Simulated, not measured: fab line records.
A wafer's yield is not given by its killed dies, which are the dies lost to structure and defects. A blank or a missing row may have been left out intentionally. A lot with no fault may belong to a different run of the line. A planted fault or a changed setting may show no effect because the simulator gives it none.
What tool caused it?    flow sky130    10 lots with 30 wafers sampled at 4 steps, on a route of 708 steps

## WHAT EACH GAUGE READ, for each wafer
SKY_SD_N_TW_MEAS_12.
lot   measured      on             SD_N_TW
L470  day 28 20:52  film metro-02  3933 3931 3946
L474  day 30 03:04  film metro-03  4012 3993 4000
L475  day 31 08:20  film metro-04  3958 3971 3959
L477  day 31 15:24  film metro-02  3946 3953 3968
L476  day 31 18:19  film metro-02  3969 3931 3949
L486  day 34 01:01  film metro-02  3882 3841 3856
L487  day 34 13:20  film metro-04  3889 3864 3885
L489  day 34 23:37  film metro-03  3998 3984 3987
L490  day 35 09:07  film metro-04  3975 3978 3982
L491  day 35 13:26  film metro-04  3998 4000 3990

SKY_SD_N_RS_MEAS_16: uses a four-point probe to measure.
lot   measured      on             SD_N_RS (ohm/sq)
L470  day 28 21:09  film metro-04  68.69 68.45 68.55
L474  day 30 03:22  film metro-02  68.48 68.61 68.68
L475  day 31 08:38  film metro-03  68.48 68.57 68.67
L477  day 31 15:41  film metro-04  68.63 68.66 68.69
L476  day 31 18:37  film metro-03  68.39 68.51 68.69
L486  day 34 01:19  film metro-04  75.57 75.47 75.31
L487  day 34 13:40  film metro-02  75.34 75.32 75.25
L489  day 34 23:58  film metro-03  68.66 68.48 68.55
L490  day 35 09:25  film metro-02  68.49 68.66 68.76
L491  day 35 13:44  film metro-03  68.63 68.59 68.53

## WHICH TOOL RAN EACH LOT (tool, then ch and the chambers of the sampled wafers, then the start)
lot   SKY_SD_N_IMPLANT_09              SKY_SD_N_STRIP_11
L470  implanter-04 ch 0, day 28 20:28  plasma asher-01 ch 0,1, day 28 20:46
L474  implanter-01 ch 0, day 30 02:41  plasma asher-04 ch 0,1, day 30 02:59
L475  implanter-04 ch 0, day 31 07:57  plasma asher-04 ch 0,1, day 31 08:13
L477  implanter-01 ch 0, day 31 15:00  plasma asher-01 ch 0,1, day 31 15:18
L476  implanter-03 ch 0, day 31 17:55  plasma asher-03 ch 0,1, day 31 18:13
L486  implanter-01 ch 0, day 34 00:37  plasma asher-01 ch 0,1, day 34 00:55
L487  implanter-01 ch 0, day 34 12:58  plasma asher-01 ch 0,1, day 34 13:16
L489  implanter-03 ch 0, day 34 23:13  plasma asher-01 ch 0,1, day 34 23:31
L490  implanter-03 ch 0, day 35 08:44  plasma asher-01 ch 0,1, day 35 09:01
L491  implanter-04 ch 0, day 35 13:02  plasma asher-03 ch 0,1, day 35 13:20
- SKY_SD_N_IMPLANT_09
- SKY_SD_N_STRIP_11: strips in O2/N2.

## WHAT THE TOOLS THEMSELVES READ (means of the sampled wafers that have a number; where no wafer has one, the mark that the record gives instead)
SKY_SD_N_IMPLANT_09.
lot   tool          beam on s (s)  dose ions cm2
L470  implanter-04  13.5           4e+15
L474  implanter-01  16.1           4e+15
L475  implanter-04  13.7           4e+15
L477  implanter-01  16.3           4e+15
L476  implanter-03  16.6           4e+15
L486  implanter-01  9.8            2e+15
L487  implanter-01  10.2           2e+15
L489  implanter-03  16.2           4e+15
L490  implanter-03  16.3           4e+15
L491  implanter-04  13.8           4e+15

SKY_SD_N_STRIP_11.
lot   tool             drypump motor current A (A)  oes product au (a.u.)  strip time to endpoint s (s)
L470  plasma asher-01  5.4                          0.530                  22.62
L474  plasma asher-04  5.7                          0.529                  22.54
L475  plasma asher-04  5.6                          0.526                  22.49
L477  plasma asher-01  5.6                          0.527                  22.54
L476  plasma asher-03  5.4                          0.530                  22.60
L486  plasma asher-01  5.6                          0.549                  20.58
L487  plasma asher-01  5.3                          0.554                  20.49
L489  plasma asher-01  5.6                          0.530                  22.51
L490  plasma asher-01  5.4                          0.529                  22.56
L491  plasma asher-03  5.4                          0.530                  22.56

## THE ANSWER, worked out from the rows above alone
Rule: what is usual is taken from the lots themselves. Put in order of their means at a reading, lots are off if they are a third of the lots or fewer, leave a main group of 4 or more, and stand apart from it by a gap of 3 or more times the standard deviation of the main group's means; of several such gaps the widest counts. Not used: any main group whose means are identical at the precision the tables above print for the reading. A lot without any number at a reading at which 4 lots or more have one is off too. All remaining lots with rows at the step are treated as sound. After the gauges, taken in route order, come the tools' own readings; for these a lot's mean is taken, as printed above. The first step at which some lot is off is used, and at that step the reading that is off furthest; a lot without a number counts as furthest.
Off: at SKY_SD_N_RS_MEAS_16 (SD_N_RS), L486, L487. For the main group the mean is 68.59 ohm/sq and the standard deviation 0.039.
If a tool, at a process step before that reading, ran all the lots that are off and no sound lot after the first of them, it fits. Not tried: the gauges at SKY_SD_N_RS_MEAS_16; whatever is off there is also off at SKY_SD_N_STRIP_11, on other tools, and gauge error can't account for it. One fits: SKY_SD_N_IMPLANT_09 on implanter-01. Its last sound lot is L477 (day 31 15:00), its first lot that is off L486 (day 34 00:37): a fault that began between those two fits.
On the lots that are off, the tool's own readings at SKY_SD_N_IMPLANT_09 differ by more than 5 times the standard deviation of the sound lots' means, which bears it out; dose ions cm2 reads 2e+15 there versus 4e+15 on the sound lots.

## WHAT HAD BEEN PUT IN BY THE SIMULATOR
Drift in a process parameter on implanter-01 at SKY_SD_N_IMPLANT_09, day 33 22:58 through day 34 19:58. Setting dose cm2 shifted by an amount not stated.
Struck lots among those shown: L486, L487. This agrees with what the rule above found.
